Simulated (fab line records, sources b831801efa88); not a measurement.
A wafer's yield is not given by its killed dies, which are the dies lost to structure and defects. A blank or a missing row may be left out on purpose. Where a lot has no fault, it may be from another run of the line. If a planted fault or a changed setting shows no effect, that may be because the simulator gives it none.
Split-lot study ; flow gf180mcu ; 23 wafers read from 5 lots, route of 602 steps

== SPLIT DETAILS ==
At GF_SAB_DEVELOP_08 (develop time 60 s), the setting develop time s was moved away from the recipe's 60 s on 5 of the 23 wafers read, by -12.1% to +12.2%. All remaining wafers had this setting at the recipe value.

Between the split and the reading, the file records no step.

== THE READING ==
cd nm, in nm, at GF_SAB_CD_MEAS_09 (target cd 420 nm). On this fab line, fault-free wafers typically give 420.4 nm with a standard deviation of 2.3 nm.

wafer;tool, chamber at the split;develop time s as run, s;against the recipe;cd nm, nm;against lot-mates on the recipe
L074.1;litho track-02, 0;60;recipe;416.9;-
L074.4;litho track-02, 0;60;recipe;418.2;-
L074.6;litho track-02, 0;60;recipe;417.0;-
L078.1;litho track-04, 0;67.29;+12.2%;412.0;-8.8
L078.2;litho track-04, 0;60;recipe;421.2;-
L078.3;litho track-04, 0;67.29;+12.2%;411.3;-9.5
L078.4;litho track-04, 0;60;recipe;420.4;-
L078.6;litho track-04, 0;67.29;+12.2%;411.0;-9.8
L079.1;litho track-04, 0;60;recipe;419.9;-
L079.2;litho track-04, 0;60;recipe;419.1;-
L079.3;litho track-04, 0;60;recipe;417.9;-
L079.5;litho track-04, 0;60;recipe;418.2;-
L079.6;litho track-04, 0;60;recipe;419.0;-
L082.1;litho track-04, 0;60;recipe;422.6;-
L082.3;litho track-04, 0;60;recipe;420.6;-
L082.4;litho track-04, 0;60;recipe;424.0;-
L082.5;litho track-04, 0;60;recipe;421.2;-
L082.6;litho track-04, 0;60;recipe;421.2;-
L085.1;litho track-04, 0;60;recipe;420.4;-
L085.2;litho track-04, 0;60;recipe;420.5;-
L085.4;litho track-04, 0;60;recipe;421.1;-
L085.5;litho track-04, 0;52.71;-12.1%;434.0;+13.3
L085.6;litho track-04, 0;52.71;-12.1%;431.4;+10.7

FIT RESULTS
A straight line over all 23 wafers: cd nm changes by -0.848 nm for each +1% of develop time s; r = -0.93; the points scatter about the line by 2 nm.
The same after taking each lot's own level away (the mean of its wafers on the recipe; 23 wafers): -0.863 nm for each +1%; r = -0.98; scatter 1 nm.
Per that fit: largest develop time s move, reading shift of 10 nm.
The span of the lots' own levels, 417.37 to 421.92 nm, comes to 2.0 times the standard deviation stated above.
The two slopes agree, so the slope changes little with the lot-to-lot level.
Check: with one of the wafers moved furthest among these (+12.2%) left out of the fit, the line predicts -10.6 nm for it against its lot-mates. It came out at -8.8 nm against them.

== THE OTHER SPLITS THESE WAFERS WENT THROUGH ==
Other splits were also applied to these wafers ahead of the reading. Each is held against what the fit with the lots' levels taken away leaves over:
other split on the same wafers;wafers away from the commonest value;r with cd nm (lot level and that fit taken away)
GF_POLY_GATE_PEB_08 peb time s;7;-0.20
GF_HV_LDD_EXPOSE_16 dose mj;7;+0.15
GF_HV_LDD_IMPLANT_48 dose cm2;5;-0.26
GF_HV_LDD_CVD_56 temp c;15;-0.09
GF_NSD_DEVELOP_06 dev temp c;8;+0.14
GF_NSD_IMPLANT_09 energy kev;9;+0.04
GF_PSD_EXPOSE_04 dose mj;4;-0.01
GF_PSD_CLEAN_12 time s;15;+0.21

== THE WHOLE CHAIN: every reading that the file lists as answering this split, in the file's order ==
step;what it does;reading;change (the file's fit);r (the file's)
GF_SAB_CD_MEAS_09;target cd 420 nm;cd nm;-0.88 nm for each +1% of the setting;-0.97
GF_SAB_ETCH_11;etches SiO2 in C4F8/O2/Ar, target depth 55 nm, time 8.5 s;SAB.cd nm (the simulator's own value, which no gauge read);-0.89 nm for each +1% of the setting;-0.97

== FILE'S OWN FIT ==
cd nm changes by -0.88 nm for each +1% of develop time s, r = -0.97.
